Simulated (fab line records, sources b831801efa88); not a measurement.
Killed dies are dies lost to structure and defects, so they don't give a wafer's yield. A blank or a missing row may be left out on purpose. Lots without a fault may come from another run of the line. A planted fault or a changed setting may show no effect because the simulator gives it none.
Which tool did it? | flow sky130 | 9 lots, 27 wafers sampled, at 3 steps of a route of 708

WHAT THE GAUGES READ, wafer by wafer
SKY_RES_PROTECT_TW_MEAS_08. Usual: POLY_GATE_TW 4014, standard deviation 32.
lot  | measured     | on            | POLY_GATE_TW   | flag
L564 | day 14 20:19 | film_metro-02 | 3988 3998 4012 |
L571 | day 17 14:19 | film_metro-02 | 4000 4002 4009 |
L570 | day 17 14:37 | film_metro-04 | 4004 4008 4011 |
L575 | day 19 07:43 | film_metro-04 | 4042 4026 4032 |
L576 | day 19 13:04 | film_metro-02 | 3998 3973 3996 |
L577 | day 19 22:20 | film_metro-02 | 3987 3983 3994 |
L585 | day 22 18:25 | film_metro-03 | 4062 4035 4055 |
L586 | day 22 22:51 | film_metro-04 | 4028 4024 4006 |
L587 | day 23 09:31 | film_metro-04 | 3992 3981 3979 |

SKY_POLY_GATE_THK_MEAS_04. Usual: POLY_GATE_CVD_03_THK 74.8 nm, standard deviation 0.68.
lot  | measured     | on            | POLY_GATE_CVD_03_THK (nm) | flag
L564 | day 14 21:47 | film_metro-01 | 74.2 74.4 75.5            |
L571 | day 17 18:50 | film_metro-03 | 75.0 74.9 74.5            |
L570 | day 17 18:47 | film_metro-03 | 74.7 75.2 74.9            |
L575 | day 19 09:11 | film_metro-03 | 74.5 74.5 73.8            |
L576 | day 19 15:01 | film_metro-03 | 75.4 76.1 75.4            |
L577 | day 19 23:48 | film_metro-01 | 100.5 100.2 100.2         | OFF
L585 | day 22 20:26 | film_metro-01 | 75.4 75.7 76.1            |
L586 | day 23 00:19 | film_metro-01 | 76.2 76.4 76.4            |
L587 | day 23 10:59 | film_metro-03 | 74.7 74.9 74.9            |

WHICH TOOL RAN EACH LOT (tool, then ch and the chambers of the sampled wafers, then the start)
lot  | SKY_POLY_GATE_CVD_03
L564 | lpcvd-02 ch 1, day 14 20:25
L571 | lpcvd-02 ch 0, day 17 17:24
L570 | lpcvd-02 ch 1, day 17 17:24
L575 | lpcvd-02 ch 1, day 19 07:49
L576 | lpcvd-02 ch 1, day 19 13:40
L577 | lpcvd-02 ch 0, day 19 22:26
L585 | lpcvd-02 ch 1, day 22 19:04
L586 | lpcvd-02 ch 0, day 22 22:58
L587 | lpcvd-02 ch 1, day 23 09:35
- SKY_POLY_GATE_CVD_03: deposits Si3N4 from DCS/NH3, target thk 75 nm, time 1290 s.

WHAT THE TOOLS THEMSELVES READ (means of the sampled wafers that have a number; where no wafer has one, the mark that the record gives instead)
SKY_POLY_GATE_CVD_03. Usual: spike_tc_lower_C 769.3 C, standard deviation 1.4.
lot  | tool     | spike_tc_lower_C (C) | flag
L564 | lpcvd-02 | 770.2                |
L571 | lpcvd-02 | 767.2                |
L570 | lpcvd-02 | 769.4                |
L575 | lpcvd-02 | 768.9                |
L576 | lpcvd-02 | 769.1                |
L577 | lpcvd-02 | 767.8                |
L585 | lpcvd-02 | 770.2                |
L586 | lpcvd-02 | 768.2                |
L587 | lpcvd-02 | 769.3                |

THE ANSWER, worked out from the rows above alone
Rule: a lot is off if the mean of its wafers that have a number lies more than 3 standard deviations from the usual mean. A lot without any number at a reading at which 4 lots or more have one is off too. The other lots that the step has rows for count as sound. The gauges are gone through in route order, then the tools' own readings, and for those a lot's mean is taken as printed above. The first step at which some lot is off is used, and at that step the reading that is off furthest; a lot without a number counts as furthest.
Off: L577, at SKY_POLY_GATE_THK_MEAS_04 (POLY_GATE_CVD_03_THK).
A tool fits if, at a process step before that reading, it ran every lot that is off, and no sound lot after the first of them. The gauges at SKY_POLY_GATE_THK_MEAS_04 are tried like those tools. None of those tried fits.

WHAT THE SIMULATOR HAD PUT IN
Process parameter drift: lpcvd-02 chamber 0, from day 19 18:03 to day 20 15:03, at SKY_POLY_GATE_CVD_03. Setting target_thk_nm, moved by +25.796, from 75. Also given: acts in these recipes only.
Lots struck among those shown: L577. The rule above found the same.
